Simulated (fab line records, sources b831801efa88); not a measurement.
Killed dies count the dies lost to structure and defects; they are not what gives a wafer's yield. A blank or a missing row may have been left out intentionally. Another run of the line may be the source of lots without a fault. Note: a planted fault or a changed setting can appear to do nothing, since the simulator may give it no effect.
Comparing a struck lot with a sound one / flow sky130 / 43 steps out of a route of 708
Sound: wafers L379.1, L379.3, L379.6. Wafers struck: L385.1, L385.2, L385.5. The cause is given at the end.
Per side, at each step with rows, come the tool, then ch with its chambers, and then its first start. Under that, the readings that differ: sound wafers / struck wafers / difference of the means / sigmas: that difference in standard deviations of wafers without a fault.
alike: readings with means less than 2 such deviations apart, plus words and numbers identical on both sides. not compared: withheld readings, readings lacking a value on some wafer, bounds such as >300 that could conceal the same value, and numbers that have no deviation in the record and whose values overlap.
The two part at a step that has a row with sigmas, a row that says differs or no value, or rows on one side only. Numbers that don't overlap but have no deviation are shown without sigmas and don't part them. Lack of a reading on every wafer of one side parts them only where that side has two or more wafers.

first, 4 steps without rows for these wafers: SKY_VIA1_STRIP_16 (strips in O2/N2); SKY_VIA1_STRIP_17 (strips in post etch residue remover, time 1200 s); SKY_VIA1_CLEAN_18 (cleans in IPA, time 180 s); SKY_VIA1_CLEAN_19 (cleans in O3/DIW).
SKY_VIA1_SPUTTER_20: material TiN, target thk 20 nm, time 80 s.
  struck on pvd sputter-02, day 37 04:40; sound on pvd sputter-04, day 35 03:01
  alike: throttle valve pct
then, 1 step without rows for these wafers: SKY_VIA1_CVD_21 (deposits W, target thk 270 nm, time 80.902 s).
SKY_VIA1_RS_MEAS_22: measurement is done with a four-point probe.
  struck on film metro-04, day 37 04:49; sound on film metro-03, day 35 03:10
  alike: VIA1_W_RS
SKY_VIA1_THK_MEAS_23: measures by xrf.
  struck on film metro-04, day 37 04:56; sound on film metro-03, day 35 03:17
  alike: VIA1_W_THK
then, 1 step without rows for these wafers: SKY_VIA1_CMP_24 (polishes, stops on SiO2, t overpolish 15 s, target thk 0 nm).
SKY_METAL2_SPUTTER_00: material Ti, target thk 15 nm, time 10 s.
  struck on pvd sputter-01, day 37 05:18; sound on pvd sputter-01, day 35 03:39
  alike: throttle valve pct
then, 1 step without rows for these wafers: SKY_METAL2_SPUTTER_01 (material TiN, target thk 20 nm, time 16.7 s).
SKY_METAL2_SPUTTER_02: material AlCu, target thk 250 nm, time 13.3 s.
  struck on pvd sputter-01, day 37 05:21; sound on pvd sputter-01, day 35 03:41
  alike: throttle valve pct
SKY_METAL2_SPUTTER_03: material Ti, target thk 5 nm, time 3.208 s.
  struck on pvd sputter-01, day 37 05:22; sound on pvd sputter-01, day 35 03:43
  alike: throttle valve pct
then, 1 step without rows for these wafers: SKY_METAL2_SPUTTER_04 (material TiN, target thk 70 nm, time 58.3 s).
SKY_METAL2_RS_MEAS_05: measurement is done with a four-point probe.
  struck on film metro-01, day 37 05:26; sound on film metro-04, day 35 03:47
  alike: METAL2_ALCU_RS
SKY_METAL2_THK_MEAS_06: measures by xrf.
  struck on film metro-01, day 37 05:34; sound on film metro-04, day 35 03:54
  alike: METAL2_ALCU_THK
then, 8 steps without rows for these wafers: SKY_METAL2_DEHYDRATE_07 (time 60 s); SKY_METAL2_HMDS_08 (prime time 60 s); SKY_METAL2_COAT_09 (resist thk 60 nm); SKY_METAL2_COAT_10 (resist thk 450 nm); SKY_METAL2_SOFTBAKE_11 (time 90 s); SKY_METAL2_EXPOSE_12 (exposes mask MM2, target cd 140 nm); SKY_METAL2_PEB_13; SKY_METAL2_DEVELOP_14 (develop time 60 s).
SKY_METAL2_CD_MEAS_15: the cd target is 140 nm.
  struck on cd sem-02, day 38 06:47; sound on cd sem-02, day 36 05:14
  alike: cd nm
SKY_METAL2_OVL_MEAS_16:
  struck on overlay-02, day 38 06:54; sound on overlay-01, day 36 05:22
  alike: METAL2_OVL
then, 1 step without rows for these wafers: SKY_METAL2_DESCUM_17 (chemistry O2, time 8 s).
SKY_METAL2_ETCH_18: etches BARC in N2/H2, stops on SiO2, time 45.9 s, target depth 60 nm.
  sound on rie metal-04 ch 0, day 36 05:25; struck on rie metal-04 ch 0,1, day 38 06:58
  alike: chamber pressure mTorr, drypump motor current A, oes product au, throttle valve pct
  not compared: rf hours counter h
SKY_METAL2_METAL_ETCH_19: etches the open film in Cl2/BCl3, stops on SiO2, target depth 360 nm, time 78 s.
  sound on rie metal-04 ch 0, day 36 05:29; struck on rie metal-04 ch 0,1, day 38 07:02
  alike: chamber pressure mTorr, drypump motor current A, oes product au, throttle valve pct
  not compared: rf hours counter h
then, 5 steps without rows for these wafers: SKY_METAL2_STRIP_20 (strips in O2/N2); SKY_METAL2_STRIP_21 (strips in post etch residue remover, time 1200 s); SKY_METAL2_CLEAN_22 (cleans in IPA, time 180 s); SKY_METAL2_CLEAN_23 (cleans in O3/DIW); SKY_VIA2_HDPCVD_00 (deposits SiO2, target thk 1180 nm, time 196.7 s).
SKY_VIA2_THK_MEAS_01:
  struck on film metro-01, day 38 07:52; sound on film metro-03, day 36 06:21
  alike: VIA2_HDPCVD_THK
then, 1 step without rows for these wafers: SKY_VIA2_CMP_02 (polishes SiO2).
SKY_VIA2_BOW_MEAS_03:
  struck on film metro-03, day 38 08:14; sound on film metro-03, day 36 06:43
  alike: VIA2_BOW
then, 5 steps without rows for these wafers: SKY_VIA2_DEHYDRATE_04 (time 60 s); SKY_VIA2_HMDS_05 (prime time 60 s); SKY_VIA2_COAT_06 (resist thk 60 nm); SKY_VIA2_COAT_07 (resist thk 450 nm); SKY_VIA2_SOFTBAKE_08 (time 90 s).
-- the record jumps here: 10 days lie between the struck wafers' starts before and after (it left off in module VIA2 and takes up again in module PAD_OPEN, whose first step shown is number 708 of the route) --
SKY_PAD_OPEN_PROBE_99:
  struck on prober-02, day 48 06:37; sound on prober-02, day 46 16:17
reading=defect limited yield (%); sound=79.1 83.9; struck=78.5 75.8 73.6; difference=-5.5; sigmas=-3
reading=killed_at_M0_to_M3; sound=46 30; struck=71 86 87; difference=+43; sigmas=+7
reading=killed at front end; sound=26 15; struck=16 6 11; difference=-10; sigmas=-2
reading=killed dies; sound=103 79; struck=106 119 130; difference=+27; sigmas=+3
reading=sort_bin_3_pad_short (%); sound=1.0 1.4; struck=1.8 2.6 3.0; difference=+1.3; sigmas=+3
reading=sort_bin_5_function (%); sound=13.4 8.9; struck=12.8 14.4 16.9; difference=+3.5; sigmas=+2
reading=sort n pass; sound=389 413; struck=386 373 362; difference=-27; sigmas=-3
reading=sort yield pct (%); sound=79.1 83.9; struck=78.5 75.8 73.6; difference=-5.5; sigmas=-3
reading=model.etest.tester.sort n pass; sound=389 413; struck=386 373 362; difference=-27; sigmas=
reading=model.etest.tester.sort yield pct (%); sound=79.06 83.94; struck=78.46 75.81 73.58; difference=-5.55; sigmas=
reading=model.etest.tester.sort_bin_3_pct (%); sound=1.016 1.423; struck=1.829 2.642 3.049; difference=+1.287; sigmas=
  alike: killed_at_M4_up, killed at contacts, killed at other, killed open, killed short, sort_bin_6_memory
  not compared: model.etest.tester.sort_bin_5_pct

== WHERE THEY PART ==
Only at SKY_PAD_OPEN_PROBE_99, within this record.

WHY: what had been put in by the simulator
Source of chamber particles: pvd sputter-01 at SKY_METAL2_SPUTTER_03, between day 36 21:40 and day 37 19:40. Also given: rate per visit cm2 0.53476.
